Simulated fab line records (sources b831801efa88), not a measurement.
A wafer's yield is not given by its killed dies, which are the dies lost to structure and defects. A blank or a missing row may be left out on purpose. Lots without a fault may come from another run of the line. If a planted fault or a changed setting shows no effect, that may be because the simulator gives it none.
A struck lot beside a sound one || flow sfqLine || 24 steps out of a route of 325
Sound: the wafers L912.3, L912.5, L912.6. Wafers struck: L921.1, L921.5, L921.6. The cause comes at the end.
For every step that has rows: the tool of each side, followed by ch and its chambers, followed by its first start. Under that, the readings that differ: sound wafers || struck wafers || difference of the means || sigmas: that difference in standard deviations of wafers without a fault.
alike: readings with means less than 2 such deviations apart, plus words and numbers identical on both sides. not compared: withheld readings, readings lacking a value on some wafer, bounds such as >300 that could conceal the same value, and numbers that have no deviation in the record and whose values overlap.
The two part at a step that has a row with sigmas, a row that says differs or no value, or rows on one side only. Non-overlapping numbers with no deviation appear without sigmas and do not part them. Lack of a reading on every wafer of one side parts them only where that side has two or more wafers.

first, 6 steps without rows for these wafers: SFQ_TRILAYER_I1_VIA_LITHO_COAT_054 (resist thk 62 nm); SFQ_TRILAYER_I1_VIA_LITHO_COAT_049 (resist thk 650 nm); SFQ_TRILAYER_I1_VIA_LITHO_SOFTBAKE_053; SFQ_TRILAYER_I1_VIA_LITHO_EXPOSE_050 (exposes mask I1, target cd 500 nm); SFQ_TRILAYER_I1_VIA_LITHO_PEB_052 (peb time 60 s); SFQ_TRILAYER_I1_VIA_LITHO_DEVELOP_051 (time 60 s).
SFQ_I1_OVL_MEAS_913:
  sound on overlay-01 at day 27 22:26; struck on overlay-01 at day 34 08:02
  alike: I1_OVL
SFQ_TRILAYER_I1_VIA_BARC_OPEN_VIA_ETCH_071: etches BARC in O2, target depth 125 nm, time 41.7 s.
  sound on rieDiel-02 ch 0,1, day 27 22:28; struck on rieDiel-02 ch 1,2,3, day 34 08:04
  alike: biasW, drypumpMotorCurrentA, oesProductAu
  not compared: rfHoursCounterH
SFQ_TRILAYER_I1_VIA_ETCH_VIA_ETCH_052: etches SiO2 in CHF3, stops on Nb, target depth 260 nm.
  sound on rieDiel-02 ch 0,1, day 27 22:30; struck on rieDiel-02 ch 1,2,3, day 34 08:07
  alike: biasW, drypumpMotorCurrentA, oesProductAu
SFQ_TRILAYER_I1_VIA_STRIP_STRIP_053: strips in O2.
  sound on rieMetal-04 ch 0,1, day 27 22:49; struck on rieMetal-04 ch 0,1, day 34 08:13
  alike: drypumpMotorCurrentA, oesProductAu
  not compared: rfHoursCounterH
then, 2 steps without rows for these wafers: SFQ_TRILAYER_I1_VIA_STRIP_SOLV_CLEAN_054 (cleans in NMP, time 600 s); SFQ_TRILAYER_M2_DEP_PRE_CLEAN_056 (time 22.5 s).
SFQ_TRILAYER_M2_DEP_SPUTTER_055: material Nb, target thk 200 nm, time 133.3 s.
  sound on pvdSputter-03 at day 27 23:25; struck on pvdSputter-03 at day 34 09:17
  alike: resputterCathodeVoltageV, throttleValvePct
SFQ_M2_RS_MEAS_914: uses a four-point probe to measure.
  sound on filmMetro-02 at day 27 23:33; struck on filmMetro-03 at day 34 09:22
{"reading": "M2_NB_RS (ohm/sq)", "sound": "0.881 0.909 0.905", "struck": "0.435 0.440 0.441", "difference": -0.460, "sigmas": -33}
then, 6 steps without rows for these wafers: SFQ_TRILAYER_M2_LITHO_COAT_062 (resist thk 62 nm); SFQ_TRILAYER_M2_LITHO_COAT_057 (resist thk 600 nm); SFQ_TRILAYER_M2_LITHO_SOFTBAKE_061; SFQ_TRILAYER_M2_LITHO_EXPOSE_058 (exposes mask M2, target cd 500 nm); SFQ_TRILAYER_M2_LITHO_PEB_060 (peb time 60 s); SFQ_TRILAYER_M2_LITHO_DEVELOP_059 (time 60 s).
-- the record jumps here: 6 days lie between the struck wafers' starts before and after --
SFQ_M2_OVL_MEAS_916:
  sound on overlay-02 at day 34 02:02; struck on overlay-02 at day 40 00:22
  alike: M2_OVL
SFQ_TRILAYER_M2_BARC_OPEN_METAL_ETCH_077: etches BARC in O2, target depth 125 nm, time 41.7 s.
  sound on rieMetal-02 ch 0,1, day 34 02:05; struck on rieMetal-02 ch 0,1, day 40 00:23
  alike: biasW, drypumpMotorCurrentA, oesProductAu
  not compared: rfHoursCounterH
SFQ_TRILAYER_M2_ETCH_METAL_ETCH_060: etches Nb in Cl2/Ar, stops on SiO2, target depth 240 nm, time 120 s.
  sound on rieMetal-02 ch 0,1, day 34 02:12; struck on rieMetal-02 ch 0,1, day 40 00:27
{"reading": "oesProductAu (a.u.)", "sound": "0.897 0.881 0.890", "struck": "1.021 1.021 1.010", "difference": "+0.128", "sigmas": "+14"}
{"reading": "model.etch.depthNm (nm)", "sound": "201.7 195.6 195.9", "struck": "245.8 245.7 242.1", "difference": "+46.8", "sigmas": ""}
{"reading": "model.M2.featureDepthNm (nm)", "sound": "201.7 195.6 195.9", "struck": "245.8 245.7 242.1", "difference": "+46.8", "sigmas": ""}
  alike: biasW, drypumpMotorCurrentA
  not compared: rfHoursCounterH
SFQ_TRILAYER_M2_STRIP_STRIP_061: strips in O2.
  sound on rieMetal-02 ch 0,1, day 34 02:35; struck on rieMetal-02 ch 0,1, day 40 00:35
  alike: drypumpMotorCurrentA, oesProductAu
  not compared: rfHoursCounterH

WHERE THEY PART
Last at SFQ_TRILAYER_M2_ETCH_METAL_ETCH_060 as far as this record goes, first at SFQ_M2_RS_MEAS_914. Later steps at which nothing parts them and some readings are alike: SFQ_TRILAYER_M2_STRIP_STRIP_061.

WHY: the cause the simulator had injected
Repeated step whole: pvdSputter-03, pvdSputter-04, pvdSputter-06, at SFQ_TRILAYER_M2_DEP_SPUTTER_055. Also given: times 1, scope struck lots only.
